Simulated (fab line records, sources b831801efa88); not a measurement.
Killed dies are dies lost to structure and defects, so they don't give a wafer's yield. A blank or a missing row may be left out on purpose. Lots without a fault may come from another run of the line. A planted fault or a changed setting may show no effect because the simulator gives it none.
One fault seen from 2 desks | flow sky130 | each desk has only its own numbers; what lay behind them comes last

THE TOOL OWNER'S DESK: pvd_sputter-03
The tool's own readings at SKY_METAL5_SPUTTER_01 (material TiN, target thk 20 nm, time 16.7 s): means of the sampled wafers that have a number, for each lot that ran on this tool. A lot is out of limits, marked OUT, if its mean lies more than 4 standard deviations from the usual mean; the brackets give that distance.
Columns: A = chamber_pressure_pa at SKY_METAL5_SPUTTER_01, usual 0.3998 Pa; B = throttle_valve_pct at SKY_METAL5_SPUTTER_01, usual 30.7 %
lot  | first seen here | A      | B
L749 | day 45 23:26    | 0.4000 | 30.4
L753 | day 47 05:20    | 0.3997 | 30.5
This desk's finding: nothing out of limits on any of the 2 lots.

THE METROLOGY DESK
What the gauges read, lot by lot, whatever tool the lot ran on: means of the sampled wafers that have a number. A lot is out of limits, marked OUT, if its mean lies more than 4 standard deviations from the usual mean; the brackets give that distance.
Columns: A = VIA4_OVL at SKY_VIA4_OVL_MEAS_11, usual 0.1 nm; B = VIA4_W_RS at SKY_VIA4_RS_MEAS_19, usual 0.2269 ohm/sq; C = VIA4_W_THK at SKY_VIA4_THK_MEAS_20, usual 499 nm
lot  | first seen here | A    | B      | C
L742 | day 43 21:43    | -0.9 | 0.2264 | 498
L749 | day 45 22:01    | 1.2  | 0.2276 | 498
L753 | day 47 03:48    | 1.4  | 0.2257 | 504
L759 | day 47 22:55    | -2.6 | 0.2287 | 496
L760 | day 48 11:07    | 2.2  | 0.2277 | 497
This desk's finding: nothing out of limits on any of the 5 lots.

PUT TOGETHER
The tool owner's desk saw nothing out of limits.
The metrology desk saw nothing out of limits.

WHAT THE SIMULATOR HAD PUT IN
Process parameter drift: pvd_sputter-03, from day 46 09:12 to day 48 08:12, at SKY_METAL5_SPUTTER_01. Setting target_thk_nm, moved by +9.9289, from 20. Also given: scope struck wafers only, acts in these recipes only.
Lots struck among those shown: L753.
